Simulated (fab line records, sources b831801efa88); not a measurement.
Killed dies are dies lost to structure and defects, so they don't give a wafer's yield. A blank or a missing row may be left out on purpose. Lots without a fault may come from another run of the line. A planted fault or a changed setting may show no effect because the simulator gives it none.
fab line records | flow gf180mcu
record lots=5 wafers=15 last_day=34
route steps=602 shown TOP_METAL@585 PASSIVATION@587
lots that met no fault: from a run of the same line without faults
start_h: hours from the record's first day to the start of the lot's first wafer shown | wait_h: hours since the lot's step before | " the same as in the row above | L1.1+2: a row that stands for several wafers | - no value, or no start given | * or withheld: withheld | < > ~ a bound
route shown NAME@n: a module of which the file shows steps, and the number in the route of the first | usual: mean/standard deviation of fault-free wafers | same: alike in all rows | chamber/n: place in a boat | sites: the reading at each site | _std_site: their standard deviation | _edge_site: outer sites' mean less inner sites' | radius_mm: how far each site lies from the wafer's centre | mask NAME#n: copy n | behind: the tool/chamber that last shaped the wafer | hold: why the lot was held/for how many hours/how that ended | device: the transistor (n, p or np) that didn't switch | end of line: the same wafers' tests at the end of the route | a step without rows: its recipe alone | killed: dies lost to structure and defects at the first sort, not the wafer's yield | map: a wafer's dies, x killed, . not, _ none there
set.NAME: the setting as run; set.NAME@STEP: as run at that earlier step | model.NAME: the simulator's own value behind a step, which no gauge read
lots at some steps of the route; a table a step, a row a wafer
services: from which hour (start_h, from the record's first day; less than 0 if before it) a tool's chamber was out of use, for how many hours, and why
## steps
# step GF_TOP_METAL_STRIP_18
# recipe chemistry=post_etch_residue_remover time_s=1200 temp_c=72.5
# usual bath_guard_temp_C=72.5/0.49
# columns lot.wafer tool chamber start_h wait_h bath_guard_temp_C
L082.2 wet_bench-03 2 709.73 0.1 73.0
L082.3 " 2 " " 73.1
L082.5 " 2 " " 72.8
L085.1 wet_bench-01 1 739.55 0.1 72.4
L085.2 " 1 " " 72.1
L085.6 " 1 " " 71.9
L086.2 wet_bench-01 3 749.68 0.1 72.4
L086.3 " 3 " " 72.4
L086.6 " 3 " " 72.2
L087.2 wet_bench-03 3 763.73 0.1 72.1
L087.5 " 3 " " 72.2
L087.6 " 3 " " 72.3
L096.2 wet_bench-01 2 802.64 0.1 71.8
L096.4 " 2 " " 71.6
L096.5 " 2 " " 71.8
# step GF_TOP_METAL_CLEAN_19
# recipe chemistry=DIW dry=n2_spin
# columns lot.wafer tool chamber start_h wait_h
L082.2+3+5 wet_bench-02 1 710.07 0.0
L085.1+2+6 wet_bench-02 0 739.92 0.0
L086.2+3+6 wet_bench-02 0 750.02 0.0
L087.2+5+6 wet_bench-01 3 764.07 0.0
L096.2+4+5 wet_bench-03 1 803.02 0.0
# step GF_PASSIVATION_CVD_00
# recipe material=SiO2 target_thk_nm=1000 precursor=TEOS temp_c=400 time_s=111.95 rf_w=600
# usual heater_power_w=604/94
# columns lot.wafer tool chamber start_h wait_h heater_power_w
L082.2 pecvd-01 2 710.16 0.0 711
L082.3 " 0 " " 507
L082.5 " 2 " " 569
L085.1 pecvd-02 0 740.02 0.0 757
L085.2 " 2 " " 568
L085.6 " 2 " " 521
L086.2 pecvd-02 0 750.11 0.0 731
L086.3 " 2 " " 497
L086.6 " 2 " " 563
L087.2 pecvd-01 0 764.17 0.0 574
L087.5 " 1 " " 445
L087.6 " 2 " " 580
L096.2 pecvd-02 0 803.12 0.0 766
L096.4 " 1 " " 590
L096.5 " 0 " " 636
# step GF_PASSIVATION_THK_MEAS_01
# recipe reads=SiO2_of_PASSIVATION_CVD_00
# usual PASSIVATION_CVD_00_THK=999/13
# columns lot.wafer tool chamber start_h wait_h PASSIVATION_CVD_00_THK[nm]
L082.2 film_metro-04 - 710.25 0.0 995
L082.3 " - " " 995
L082.5 " - " " 1007
L085.1 film_metro-04 - 740.13 0.1 995
L085.2 " - " " 998
L085.6 " - " " 1008
L086.2 film_metro-02 - 750.20 0.0 983
L086.3 " - " " 994
L086.6 " - " " 1020
L087.2 film_metro-04 - 764.26 0.0 1011
L087.5 " - " " 1008
L087.6 " - " " 1012
L096.2 film_metro-04 - 803.21 0.0 984
L096.4 " - " " 1005
L096.5 " - " " 992
# step GF_PASSIVATION_CVD_02
# recipe material=Si3N4 target_thk_nm=700 time_s=486.18 temp_c=400 rf_w=450
# usual heater_power_w=669/100
# columns lot.wafer tool chamber start_h wait_h heater_power_w
L082.2 pecvd-04 1 710.30 0.0 472
L082.3 " 0 " " 753
L082.5 " 1 " " 530
L085.1 pecvd-04 2 740.19 0.1 720
L085.2 " 0 " " 770
L085.6 " 2 " " 740
L086.2 pecvd-01 2 750.25 0.0 695
L086.3 " 1 " " 586
L086.6 " 2 " " 723
L087.2 pecvd-02 2 764.31 0.0 561
L087.5 " 2 " " 593
L087.6 " 1 " " 637
L096.2 pecvd-04 1 803.26 0.0 553
L096.4 " 1 " " 560
L096.5 " 2 " " 649
# step GF_PASSIVATION_THK_MEAS_03
# recipe reads=Si3N4_of_PASSIVATION_CVD_02
# usual PASSIVATION_CVD_02_THK=700/8.8
# columns lot.wafer tool chamber start_h wait_h PASSIVATION_CVD_02_THK[nm]
L082.2 film_metro-02 - 710.60 0.2 695
L082.3 " - " " 706
L082.5 " - " " 715
L085.1 film_metro-02 - 740.48 0.1 702
L085.2 " - " " 697
L085.6 " - " " 706
L086.2 film_metro-02 - 750.55 0.2 690
L086.3 " - " " 693
L086.6 " - " " 700
L087.2 film_metro-04 - 764.61 0.2 685
L087.5 " - " " 698
L087.6 " - " " 710
L096.2 film_metro-01 - 803.55 0.2 691
L096.4 " - " " 710
L096.5 " - " " 701
# step GF_PASSIVATION_DEHYDRATE_04
# recipe temp_c=200 time_s=60
# usual exhaust_pa=45.1/0.85
# columns lot.wafer tool chamber start_h wait_h exhaust_pa
L082.2 litho_track-03 0 719.21 8.6 44.5
L082.3 " 0 " " 44.5
L082.5 " 0 " " 44.5
L085.1 litho_track-04 0 748.22 7.7 45.6
L085.2 " 0 " " 45.8
L085.6 " 0 " " 45.1
L086.2 litho_track-04 0 758.64 8.1 46.3
L086.3 " 0 " " 45.0
L086.6 " 0 " " 46.0
L087.2 litho_track-04 0 772.49 7.9 44.7
L087.5 " 0 " " 46.1
L087.6 " 0 " " 46.1
L096.2 litho_track-04 0 810.39 6.8 45.7
L096.4 " 0 " " 44.6
L096.5 " 0 " " 44.1
# step GF_PASSIVATION_HMDS_05
# recipe prime_time_s=60 prime_temp_c=120
# usual exhaust_pa=45.0/0.86
# columns lot.wafer tool chamber start_h wait_h exhaust_pa
L082.2 litho_track-03 0 719.36 0.1 45.5
L082.3 " 0 " " 46.7
L082.5 " 0 " " 44.6
L085.1 litho_track-04 0 748.37 0.1 44.8
L085.2 " 0 " " 44.2
L085.6 " 0 " " 43.0
L086.2 litho_track-04 0 758.79 0.1 44.6
L086.3 " 0 " " 44.6
L086.6 " 0 " " 45.9
L087.2 litho_track-04 0 772.64 0.1 43.3
L087.5 " 0 " " 44.9
L087.6 " 0 " " 45.3
L096.2 litho_track-04 0 810.54 0.1 46.1
L096.4 " 0 " " 45.5
L096.5 " 0 " " 46.0
# step GF_PASSIVATION_COAT_06
# recipe spin_rpm=2000 resist_thk_nm=4000
# usual exhaust_pa=44.9/0.87
# columns lot.wafer tool chamber start_h wait_h exhaust_pa
L082.2 litho_track-03 0 719.51 0.1 45.6
L082.3 " 0 " " 44.8
L082.5 " 0 " " 44.3
L085.1 litho_track-04 0 748.52 0.1 45.3
L085.2 " 0 " " 45.5
L085.6 " 0 " " 46.6
L086.2 litho_track-04 0 758.94 0.1 44.9
L086.3 " 0 " " 43.9
L086.6 " 0 " " 43.5
L087.2 litho_track-04 0 772.79 0.1 44.2
L087.5 " 0 " " 44.2
L087.6 " 0 " " 43.6
L096.2 litho_track-04 0 810.69 0.1 44.4
L096.4 " 0 " " 45.1
L096.5 " 0 " " 44.7
# step GF_PASSIVATION_SOFTBAKE_07
# recipe temp_c=110 time_s=withheld
# usual exhaust_pa=45.1/1
# columns lot.wafer tool chamber start_h wait_h exhaust_pa
L082.2 litho_track-03 0 719.66 0.1 45.1
L082.3 " 0 " " 45.1
L082.5 " 0 " " 44.3
L085.1 litho_track-04 0 748.67 0.1 45.5
L085.2 " 0 " " 44.9
L085.6 " 0 " " 46.4
L086.2 litho_track-04 0 759.10 0.1 45.3
L086.3 " 0 " " 44.6
L086.6 " 0 " " 44.3
L087.2 litho_track-04 0 772.95 0.1 44.4
L087.5 " 0 " " 43.8
L087.6 " 0 " " 43.7
L096.2 litho_track-04 0 810.85 0.1 44.1
L096.4 " 0 " " 44.5
L096.5 " 0 " " 45.6
# step GF_PASSIVATION_EXPOSE_08
# recipe mask_id=Pad target_cd_nm=40000 na=0.57 dose_mj=310
# usual reticle_temp_C=23.00/0.1
# same na=0.57
# columns lot.wafer tool chamber start_h wait_h mask reticle_temp_C
L082.2 iline_stepper-02 0 - - Pad#0 23.08
L082.3 " 0 " " Pad#0 23.05
L082.5 " 0 " " Pad#0 23.16
L085.1 iline_stepper-01 0 - - Pad#0 23.04
L085.2 " 0 " " Pad#0 23.23
L085.6 " 0 " " Pad#0 23.03
L086.2 iline_stepper-01 0 - - Pad#0 23.19
L086.3 " 0 " " Pad#0 23.09
L086.6 " 0 " " Pad#0 23.16
L087.2 iline_stepper-01 0 - - Pad#0 23.22
L087.5 " 0 " " Pad#0 23.09
L087.6 " 0 " " Pad#0 23.07
L096.2 iline_stepper-01 0 - - Pad#0 23.03
L096.4 " 0 " " Pad#0 23.10
L096.5 " 0 " " Pad#0 22.88
# step GF_PASSIVATION_PEB_09
# recipe temp_c=115 time_s=withheld
# usual exhaust_pa=45.1/0.82
# columns lot.wafer tool chamber start_h wait_h exhaust_pa
L082.2 litho_track-04 0 - - 45.3
L082.3 " 0 " " 45.8
L082.5 " 0 " " 44.4
L085.1 litho_track-04 0 - - 43.9
L085.2 " 0 " " 44.4
L085.6 " 0 " " 43.6
L086.2 litho_track-03 0 - - 45.7
L086.3 " 0 " " 44.7
L086.6 " 0 " " 44.5
L087.2 litho_track-03 0 - - 45.0
L087.5 " 0 " " 44.3
L087.6 " 0 " " 44.6
L096.2 litho_track-02 0 - - 45.6
L096.4 " 0 " " 44.5
L096.5 " 0 " " 45.0
# step GF_PASSIVATION_DEVELOP_10
# recipe develop_time_s=60 dev_temp_c=23
# usual exhaust_pa=45.1/0.84
# columns lot.wafer tool chamber start_h wait_h exhaust_pa
L082.2 litho_track-04 0 - - 44.7
L082.3 " 0 " " 45.4
L082.5 " 0 " " 45.3
L085.1 litho_track-04 0 - - 42.9
L085.2 " 0 " " 43.5
L085.6 " 0 " " 44.5
L086.2 litho_track-03 0 - - 45.8
L086.3 " 0 " " 44.3
L086.6 " 0 " " 46.2
L087.2 litho_track-03 0 - - 45.0
L087.5 " 0 " " 44.7
L087.6 " 0 " " 45.9
L096.2 litho_track-02 0 - - 44.7
L096.4 " 0 " " 44.2
L096.5 " 0 " " 43.5
# step GF_PASSIVATION_ETCH_11
# recipe chemistry=CF4/O2 target_depth_nm=2040 stop_on=TiN source_w=800 bias_w=150 pressure_mtorr=150 cf4_flow_sccm=80 O2_flow_sccm=10 time_s=453.3
# usual drypump_motor_current_A=5.7/0.38 oes_product_au=0.988/0.0069 throttle_valve_pct=5.969/0.0083
# columns lot.wafer tool chamber start_h wait_h drypump_motor_current_A oes_product_au rf_hours_counter_h throttle_valve_pct
L082.2 rie_diel-02 2 728.17 - 5.9 0.982 23 5.963
L082.3 " 3 " " 5.3 0.991 5 5.962
L082.5 " 1 " " 5.7 0.978 - 5.966
L085.1 rie_diel-04 2 757.02 - 6.0 0.993 25 5.970
L085.2 " 1 " " 5.7 0.991 13 5.968
L085.6 " 2 " " 6.0 0.993 - 5.961
L086.2 rie_diel-01 2 767.08 - 6.7 0.999 3 5.966
L086.3 " 1 " " 5.8 0.988 8 5.961
L086.6 " 1 " " 5.8 0.995 - 5.961
L087.2 rie_diel-02 2 780.98 - 5.9 0.987 25 5.979
L087.5 " 2 " " 5.9 0.985 - 5.959
L087.6 " 3 " " 5.3 0.991 - 5.975
L096.2 rie_diel-01 2 818.10 - 6.7 0.991 5 5.962
L096.4 " 0 " " 5.3 0.977 31 5.966
L096.5 " 3 " " 5.8 0.990 - 5.983
# step GF_PASSIVATION_STRIP_12
# recipe chemistry=O2/N2 power_w=1400 pressure_mtorr=1500 platen_temp_c=250 o2_flow_sccm=3000 n2_flow_sccm=300 overash_fraction=0.5
# usual drypump_motor_current_A=5.9/0.43 heater_power_w=336/31 n2_flow_sccm=300.0/0.85 oes_product_au=0.719/0.0043 strip_time_to_endpoint_s=33.08/0.27
# columns lot.wafer tool chamber start_h wait_h drypump_motor_current_A heater_power_w n2_flow_sccm oes_product_au rf_hours_counter_h strip_time_to_endpoint_s
L082.2 plasma_asher-01 1 728.44 0.1 5.5 311 299.7 0.728 35 33.36
L082.3 " 1 " " 5.5 320 300.3 0.718 - 33.13
L082.5 " 1 " " 5.5 321 299.8 0.723 - 33.40
L085.1 plasma_asher-01 0 757.29 0.1 5.7 383 301.0 0.718 38 33.27
L085.2 " 1 " " 5.5 327 298.7 0.716 38 33.16
L085.6 " 0 " " 5.7 383 300.1 0.728 - 33.26
L086.2 plasma_asher-01 1 767.35 0.1 5.5 318 301.3 0.720 39 32.57
L086.3 " 1 " " 5.5 315 300.8 0.712 - 33.11
L086.6 " 1 " " 5.5 326 299.5 0.716 - 32.98
L087.2 plasma_asher-02 0 781.25 0.1 6.2 312 300.5 0.715 71 32.87
L087.5 " 1 " " 6.4 364 301.0 0.722 - 33.12
L087.6 " 0 " " 6.3 297 300.4 0.714 - 32.71
L096.2 plasma_asher-01 0 818.37 0.1 5.7 379 299.7 0.718 44 32.72
L096.4 " 0 " " 5.7 378 299.2 0.720 - 33.58
L096.5 " 1 " " 5.5 320 300.3 0.718 - 33.06
# step GF_PASSIVATION_ANNEAL_13
# recipe temp_c=400 time_s=1800 ambient=N2/H2 idle_temp_c=300 ramp_up_c_per_min=10 ramp_down_c_per_min=3
# usual zone_power_top_pct=11.3/0.88
# columns lot.wafer tool chamber start_h wait_h zone_power_top_pct
L082.2 furnace-01 0 728.54 0.1 12.0
L082.3 " 0 " " 11.9
L082.5 " 0 " " 12.0
L085.1 furnace-02 0 757.39 0.1 10.4
L085.2 " 0 " " 10.3
L085.6 " 0 " " 10.4
L086.2 furnace-01 0 767.45 0.1 12.1
L086.3 " 0 " " 12.2
L086.6 " 0 " " 12.1
L087.2 furnace-02 0 781.35 0.1 10.6
L087.5 " 0 " " 10.6
L087.6 " 0 " " 10.4
L096.2 furnace-01 0 818.47 0.1 12.0
L096.4 " 0 " " 12.2
L096.5 " 0 " " 12.2
# step GF_PASSIVATION_BOW_MEAS_14
# recipe mode=bow
# usual PASSIVATION_BOW=137/10
# columns lot.wafer tool chamber start_h wait_h PASSIVATION_BOW[um]
L082.2 film_metro-02 - 730.06 0.0 143
L082.3 " - " " 152
L082.5 " - " " 135
L085.1 film_metro-04 - 758.89 0.0 157
L085.2 " - " " 149
L085.6 " - " " 144
L086.2 film_metro-01 - 768.97 0.0 134
L086.3 " - " " 137
L086.6 " - " " 131
L087.2 film_metro-02 - 782.87 0.0 140
L087.5 " - " " 140
L087.6 " - " " 139
L096.2 film_metro-02 - 819.99 0.0 112
L096.4 " - " " 118
L096.5 " - " " 114
## services
# columns tool chamber start_h hours kind
rie_diel-01 2 691.30 - clean
rie_diel-01 2 691.30 23.1 scheduled_down
rie_diel-01 2 691.30 23.1 vent_cycle
furnace-02 - 707.74 4.3 pm
iline_stepper-02 - 712.07 6.0 repair
rie_diel-01 3 714.38 - clean
rie_diel-01 3 714.38 16.9 scheduled_down
rie_diel-01 3 714.38 16.9 vent_cycle
furnace-02 - 716.84 3.5 pm
pecvd-02 1 733.88 9.7 repair
iline_stepper-02 - 750.39 0.9 repair
pecvd-01 2 756.46 3.8 repair
iline_stepper-02 - 757.27 8.0 repair
iline_stepper-02 0 760.15 - calibration
rie_diel-04 - 764.89 0.4 repair
rie_diel-01 2 796.53 8.1 repair
## key
fault none
